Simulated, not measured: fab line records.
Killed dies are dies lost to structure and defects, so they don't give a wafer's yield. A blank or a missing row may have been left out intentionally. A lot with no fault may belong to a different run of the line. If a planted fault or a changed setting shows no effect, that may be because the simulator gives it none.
Comparing a struck lot with a sound one    flow sky130    15 out of 708 route steps
Sound: these wafers, L535.2, L535.5, L535.6. The struck wafers were L528.1, L528.2, L528.4. The cause is given at the end.
Order at every step that has rows: each side's tool, ch and its chambers, its first start. Under that, the readings that differ: sound wafers    struck wafers    difference of the means    sigmas: that difference in standard deviations of wafers without a fault.
alike: same words and numbers on both sides, and readings whose means sit less than 2 such deviations apart. not compared: any withheld reading, any reading some wafer has no value for, any bound like >300 that may hide the same value, and any number with overlapping values for which the record gives no deviation.
The two part at a step that has a row with sigmas, a row that says differs or no value, or rows on one side only. Non-overlapping numbers with no deviation appear without sigmas and do not part them. Lack of a reading on every wafer of one side parts them only where that side has two or more wafers.

first, 8 steps without rows for these wafers: SKY_POLY_GATE_DEHYDRATE_05 (time 60 s); SKY_POLY_GATE_HMDS_06 (prime time 60 s); SKY_POLY_GATE_COAT_07 (resist thk 110 nm); SKY_POLY_GATE_COAT_08 (resist thk 450 nm); SKY_POLY_GATE_SOFTBAKE_09 (time 90 s); SKY_POLY_GATE_EXPOSE_10 (exposes mask P1M, target cd 150 nm); SKY_POLY_GATE_PEB_11; SKY_POLY_GATE_DEVELOP_12 (develop time 60 s).
SKY_POLY_GATE_CD_MEAS_13: target cd 150 nm.
  sound: cd sem-01 at day 21 13:42; struck: cd sem-02 at day 18 20:08
  alike: cd nm
SKY_POLY_GATE_OVL_MEAS_14:
  sound: overlay-01 at day 21 13:48; struck: overlay-01 at day 18 20:15
  alike: POLY_GATE_OVL
SKY_POLY_GATE_ETCH_15: etches BARC in N2/H2, stops on SiO2, time 118.5 s, target depth 110 nm.
  sound on rie diel-04 ch 0,1, day 21 13:50; struck on rie diel-01 ch 0,1,3, day 18 20:17
  alike: bias w, drypump motor current A, oes product au, throttle valve pct
  not compared: rf hours counter h
SKY_POLY_GATE_ETCH_16: etches Si3N4 in CH3F/O2, stops on poly-Si, time 147.5 s, target depth 75 nm.
  sound on rie diel-04 ch 0,1, day 21 13:55; struck on rie diel-01 ch 0,1,3, day 18 20:22
reading                sound              struck             difference  sigmas
oes product au (a.u.)  0.632 0.637 0.636  0.648 0.646 0.647  +0.012      +2
  alike: bias w, drypump motor current A, throttle valve pct
  not compared: rf hours counter h
SKY_POLY_GATE_ETCH_17: etches poly-Si in HBr/Cl2, stops on SiO2, target depth 180 nm, time 70.5 s.
  sound on rie si-01 ch 1,2, day 21 14:01; struck on rie si-02 ch 0,2,3, day 18 20:28
reading     sound                struck                difference  sigmas
bias w (W)  99.43 100.05 100.21  109.85 109.73 110.10  +10.00      +36
  alike: drypump motor current A, oes product au, throttle valve pct
  not compared: rf hours counter h, model.SiO2_of_SONOS_ONO_CVD_04.thk nm
SKY_POLY_GATE_STRIP_18: strips in O2/N2.
  sound on plasma asher-03 ch 0,1, day 21 14:04; struck on plasma asher-01 ch 0,1, day 18 20:31
reading                       sound              struck             difference  sigmas
drypump motor current A (A)   4.9 5.8 4.9        5.8 5.9 5.9        +0.7        +2
strip time to endpoint s (s)  3.158 3.153 3.141  3.106 3.092 3.076  -0.059      -2
  alike: oes product au
  not compared: rf hours counter h
-- record jumps: 29 days separate the struck wafers' starts on either side; left off in module POLY_GATE, taken up again in module PAD_OPEN, whose first shown step is the route's number 708 --
SKY_PAD_OPEN_PROBE_99:
  the record has rows for the struck wafers here (prober-01, day 47 13:22) and none for the sound ones

== WHERE THEY PART ==
At SKY_POLY_GATE_ETCH_16 first; at SKY_PAD_OPEN_PROBE_99 last (within this record only).

WHY: the cause the simulator had injected
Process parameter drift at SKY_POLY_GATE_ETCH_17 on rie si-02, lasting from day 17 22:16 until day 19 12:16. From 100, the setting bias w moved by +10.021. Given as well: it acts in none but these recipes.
